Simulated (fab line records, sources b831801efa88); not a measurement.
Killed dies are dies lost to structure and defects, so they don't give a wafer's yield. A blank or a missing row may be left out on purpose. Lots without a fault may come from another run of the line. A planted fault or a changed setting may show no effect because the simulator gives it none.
One fault seen from 2 desks | flow sky130 | each desk has only its own numbers; what lay behind them comes last

THE TOOL OWNER'S DESK: cvd_w-02
The tool's own readings at SKY_VIA4_CVD_18 (deposits W, target thk 505 nm, time 152.14 s): means of the sampled wafers that have a number, for each lot that ran on this tool. A lot is out of limits, marked OUT, if its mean lies more than 4 standard deviations from the usual mean; the brackets give that distance.
Columns: A = heater_power_w at SKY_VIA4_CVD_18, usual 901 W
lot  | first seen here | A
L303 | day 43 16:09    | 954
L306 | day 45 08:11    | 937
L309 | day 45 17:29    | 922
L311 | day 46 05:41    | 929
L320 | day 48 10:35    | 937
This desk's finding: nothing out of limits on any of the 5 lots.

THE METROLOGY DESK
What the gauges read, lot by lot, whatever tool the lot ran on: means of the sampled wafers that have a number. A lot is out of limits, marked OUT, if its mean lies more than 4 standard deviations from the usual mean; the brackets give that distance.
Columns: A = cd_nm at SKY_VIA3_CD_MEAS_12, usual 199.9 nm; B = VIA4_W_RS at SKY_VIA4_RS_MEAS_19, usual 0.226 ohm/sq; C = VIA4_W_THK at SKY_VIA4_THK_MEAS_20, usual 514 nm
lot  | first seen here | A     | B               | C
L301 | day 39 22:50    | 199.5 | 0.228           | 513
L302 | day 40 05:30    | 200.1 | 0.226           | 511
L303 | day 40 13:40    | 199.3 | 0.222           | 530
L304 | day 41 05:37    | 199.9 | 0.228           | 502
L306 | day 42 08:31    | 198.6 | 0.221           | 520
L308 | day 42 10:56    | 200.9 | 0.226           | 519
L309 | day 42 17:41    | 201.2 | 0.224           | 520
L311 | day 43 09:20    | 198.7 | 0.221           | 533
L320 | day 45 16:57    | 198.7 | 0.194 (-10) OUT | 622 (+11) OUT
This desk's finding: out of limits on L320; first on L320, day 48 10:43 (VIA4_W_RS at SKY_VIA4_RS_MEAS_19). In limits: L301, L302, L303, L304, L306, L308, L309, L311.

PUT TOGETHER
The metrology desk could have raised an alarm at day 48 10:43, on L320.
The tool owner's desk saw nothing out of limits.
The tool owner's desk has L320 on record, within its limits.
Of the lots named, all ran SKY_VIA4_CVD_18 on cvd_w-02.

WHAT THE SIMULATOR HAD PUT IN
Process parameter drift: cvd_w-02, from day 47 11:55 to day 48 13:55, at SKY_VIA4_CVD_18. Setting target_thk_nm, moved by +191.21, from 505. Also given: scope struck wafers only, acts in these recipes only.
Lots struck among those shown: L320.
Hours from the fault's start to each desk's first reading out of limits: the metrology desk, 23.
